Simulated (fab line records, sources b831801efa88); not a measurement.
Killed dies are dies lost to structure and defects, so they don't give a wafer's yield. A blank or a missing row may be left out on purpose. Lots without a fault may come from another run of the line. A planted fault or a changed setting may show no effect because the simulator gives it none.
Which tool did it? | flow sky130 | 13 lots, 38 wafers sampled, at 1 step of a route of 708

WHAT THE GAUGES READ, wafer by wafer
SKY_SD_N_OVL_MEAS_08.
lot  | measured     | on         | SD_N_OVL (nm)
L292 | day 27 19:20 | overlay-01 | 2.1 0.4 0.9
L294 | day 28 10:23 | overlay-01 | -2.4 -0.9 -1.1
L293 | day 28 10:29 | overlay-02 | -0.4 -1.2 0.6
L295 | day 28 22:34 | overlay-01 | 2.2 1.3 0.4
L296 | day 29 02:22 | overlay-01 | 1.1 1.0 1.2
L298 | day 30 04:16 | overlay-02 | -1.5 -2.7 -2.5
L299 | day 30 09:28 | overlay-01 | -1.3 0.4 0.6
L305 | day 32 08:23 | overlay-01 | -0.7 -2.3 -2.9
L306 | day 32 15:35 | overlay-01 | -0.7 -2.7
L310 | day 33 20:53 | overlay-02 | 0.3 -0.1 0.6
L312 | day 34 13:38 | overlay-02 | -1.3 2.1 -1.9
L314 | day 35 05:13 | overlay-01 | -2.1 -1.5 -0.9
L315 | day 35 07:26 | overlay-01 | 0.0 -1.2 0.9

WHICH TOOL RAN EACH LOT (tool, then ch and the chambers of the sampled wafers, then the start)
The record holds no process step before these readings.

WHAT THE TOOLS THEMSELVES READ (means of the sampled wafers that have a number; where no wafer has one, the mark that the record gives instead)
The record holds no such reading with a usual standard deviation.

THE ANSWER, worked out from the rows above alone
Rule: what is usual is taken from the lots themselves. Put in order of their means at a reading, lots are off if they are a third of the lots or fewer, leave a main group of 4 or more, and stand apart from it by a gap of 3 or more times the standard deviation of the main group's means; of several such gaps the widest counts. A main group whose means are all the same, to the digits that the tables above print for the reading, isn't used. A lot without any number at a reading at which 4 lots or more have one is off too. The other lots that the step has rows for count as sound. The gauges are gone through in route order, then the tools' own readings, and for those a lot's mean is taken as printed above. The first step at which some lot is off is used, and at that step the reading that is off furthest; a lot without a number counts as furthest.
No lot is off at any reading shown: from this, nothing can be told.

WHAT THE SIMULATOR HAD PUT IN
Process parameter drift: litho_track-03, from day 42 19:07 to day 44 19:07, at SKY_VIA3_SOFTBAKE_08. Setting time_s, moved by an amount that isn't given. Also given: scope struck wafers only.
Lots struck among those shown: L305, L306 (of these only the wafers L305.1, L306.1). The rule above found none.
